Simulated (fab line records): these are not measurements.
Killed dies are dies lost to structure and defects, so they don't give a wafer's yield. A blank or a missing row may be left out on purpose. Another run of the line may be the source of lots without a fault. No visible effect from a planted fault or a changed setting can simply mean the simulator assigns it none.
Which of the tools did it? -- flow gf180mcu -- 11 lots with 33 wafers sampled at 3 steps, on a route of 602 steps

== WHAT EACH GAUGE READ, for each wafer ==
GF_V5_RS_MEAS_24: a four-point-probe measurement.
lot,measured,on,V5_W_RS (ohm/sq)
L993,day 27 05:27,film_metro-02,0.3269 0.3286 0.3282
L995,day 27 21:40,film_metro-02,0.3286 0.3279 0.3317
L997,day 28 13:17,film_metro-04,0.3306 0.3284 0.3308
L998,day 28 22:15,film_metro-03,0.3309 0.3294 0.3278
L999,day 29 07:15,film_metro-02,0.3302 0.3291 0.3274
L100,day 29 16:31,film_metro-02,0.3294 0.3248 0.3261
L101,day 29 23:49,film_metro-02,0.3312 0.3294 0.3279
L102,day 30 12:34,film_metro-03,0.3305 0.3310 0.3348
L103,day 30 13:20,film_metro-04,0.3315 0.2340 0.2321
L104,day 30 14:43,film_metro-04,0.3327 0.3332 0.3310
L114,day 33 03:07,film_metro-03,0.3319 0.3275 0.3284

== WHAT TOOL EACH LOT RAN ON (gives the tool, then ch and the chambers of the sampled wafers, and finally the start) ==
lot,GF_V5_SPUTTER_21,GF_V5_CVD_23
L993,"pvd_sputter-03, day 27 05:14","cvd_w-02 ch 0,1, day 27 05:20"
L995,"pvd_sputter-01, day 27 21:26","cvd_w-01 ch 0,1, day 27 21:32"
L997,"pvd_sputter-02, day 28 13:04","cvd_w-01 ch 0,1, day 28 13:10"
L998,"pvd_sputter-02, day 28 21:59","cvd_w-01 ch 0,1, day 28 22:07"
L999,"pvd_sputter-01, day 29 07:01","cvd_w-01 ch 0,1, day 29 07:07"
L100,"pvd_sputter-03, day 29 16:16","cvd_w-02 ch 0,1, day 29 16:22"
L101,"pvd_sputter-01, day 29 23:36","cvd_w-02 ch 0,1, day 29 23:42"
L102,"pvd_sputter-03, day 30 12:22","cvd_w-02 ch 0,1, day 30 12:28"
L103,"pvd_sputter-02, day 30 13:01","cvd_w-02 ch 0,1, day 30 13:07"
L104,"pvd_sputter-01, day 30 14:21","cvd_w-01 ch 1, day 30 14:29"
L114,"pvd_sputter-01, day 33 02:53","cvd_w-01 ch 0,1, day 33 02:59"
- GF_V5_SPUTTER_21: material Ti, target thk 15 nm, time 80.02 s.
- GF_V5_CVD_23: deposits W, target thk 350 nm, time 104.9 s.

== THE ANSWER, worked out from the rows above alone ==
Rule: usual is defined by the lots themselves. Put in order of their means at a reading, lots are off if they are a third of the lots or fewer, leave a main group of 4 or more, and stand apart from it by a gap of 3 or more times the standard deviation of the main group's means; of several such gaps the widest counts. A main group is skipped when, at the precision printed for the reading in the tables above, its means are all equal. A lot without any number at a reading at which 4 lots or more have one is off too. Any other lot the step has rows for is counted as sound.
Off: at GF_V5_RS_MEAS_24 (V5_W_RS), L103. Main group: mean 0.3295 ohm/sq, sd 0.0016.
A tool fits if, at a process step before that reading, it ran every lot that is off, and no sound lot after the first of them. The gauges at GF_V5_RS_MEAS_24 are tried like those tools. Undecided on this evidence; 2 tools fit (pvd_sputter-02 at GF_V5_SPUTTER_21, cvd_w-02 at GF_V5_CVD_23).

== WHAT THE SIMULATOR HAD PUT IN ==
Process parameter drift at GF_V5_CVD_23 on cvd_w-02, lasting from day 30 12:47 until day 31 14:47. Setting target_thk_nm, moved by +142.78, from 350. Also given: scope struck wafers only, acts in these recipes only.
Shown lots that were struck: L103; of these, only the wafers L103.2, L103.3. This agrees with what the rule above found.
